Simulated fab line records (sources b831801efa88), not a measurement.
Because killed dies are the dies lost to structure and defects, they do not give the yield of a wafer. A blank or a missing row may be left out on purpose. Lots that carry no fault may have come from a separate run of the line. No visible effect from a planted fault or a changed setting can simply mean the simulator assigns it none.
Matching of chambers / flow sky130 / 4 sister chambers for SKY_SONOS_ONO_ETCH_15 on rie_diel-04
The step etches the open film in CHF3/O2, target depth 19.52 nm, time 7.8 s. 7 wafers are shown with their chamber, then 7 later ones without.

== WAFERS WITH THEIR CHAMBER ==
wafer=L215.1; chamber=2; drypump_motor_current_A (A)=5.9; oes_product_au (a.u.)=0.992
wafer=L215.2; chamber=1; drypump_motor_current_A (A)=5.2; oes_product_au (a.u.)=0.967
wafer=L218.1; chamber=2; drypump_motor_current_A (A)=5.8; oes_product_au (a.u.)=1.006
wafer=L218.3; chamber=0; drypump_motor_current_A (A)=5.6; oes_product_au (a.u.)=0.986
wafer=L218.5; chamber=3; drypump_motor_current_A (A)=5.3; oes_product_au (a.u.)=0.984
wafer=L220.1; chamber=1; drypump_motor_current_A (A)=5.1; oes_product_au (a.u.)=0.983
wafer=L220.3; chamber=0; drypump_motor_current_A (A)=5.6; oes_product_au (a.u.)=1.004

== WAFERS WITHOUT THEIR CHAMBER ==
wafer=L220.4; drypump_motor_current_A (A)=5.2; oes_product_au (a.u.)=1.006
wafer=L219.1; drypump_motor_current_A (A)=5.7; oes_product_au (a.u.)=0.999
wafer=L219.2; drypump_motor_current_A (A)=5.1; oes_product_au (a.u.)=0.988
wafer=L219.4; drypump_motor_current_A (A)=5.3; oes_product_au (a.u.)=1.006
wafer=L223.3; drypump_motor_current_A (A)=5.3; oes_product_au (a.u.)=0.993
wafer=L223.4; drypump_motor_current_A (A)=5.1; oes_product_au (a.u.)=0.978
wafer=L223.5; drypump_motor_current_A (A)=5.9; oes_product_au (a.u.)=1.003

== THE CHAMBER EACH PASSED THROUGH ==
wafer=L220.4; from the rows above=can't be placed: 3 or 1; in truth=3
wafer=L219.1; from the rows above=can't be placed: 0 or 2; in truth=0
wafer=L219.2; from the rows above=1; in truth=1
wafer=L219.4; from the rows above=can't be placed: 3 or 1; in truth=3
wafer=L223.3; from the rows above=3; in truth=3
wafer=L223.4; from the rows above=1; in truth=1
wafer=L223.5; from the rows above=2; in truth=2
Correct placement for 4 of the 7. From these rows, 3 cannot be placed; in 3 the true chamber is one of the candidates. Number placed wrongly: 0.
How it was worked out, from the rows above alone: a wafer's distance from a chamber is the root of the sum, over the readings, of the square of ((its reading less the chamber's mean) divided by the reading's scatter). The wafer belongs to the nearest chamber; if the next one is less than 2 further off, it can't be placed. Each chamber's mean is taken over the wafers shown for it. The scatter: the root of (the sum of the squares of (reading less its chamber's mean) over the shown wafers, divided by (wafers less chambers)).
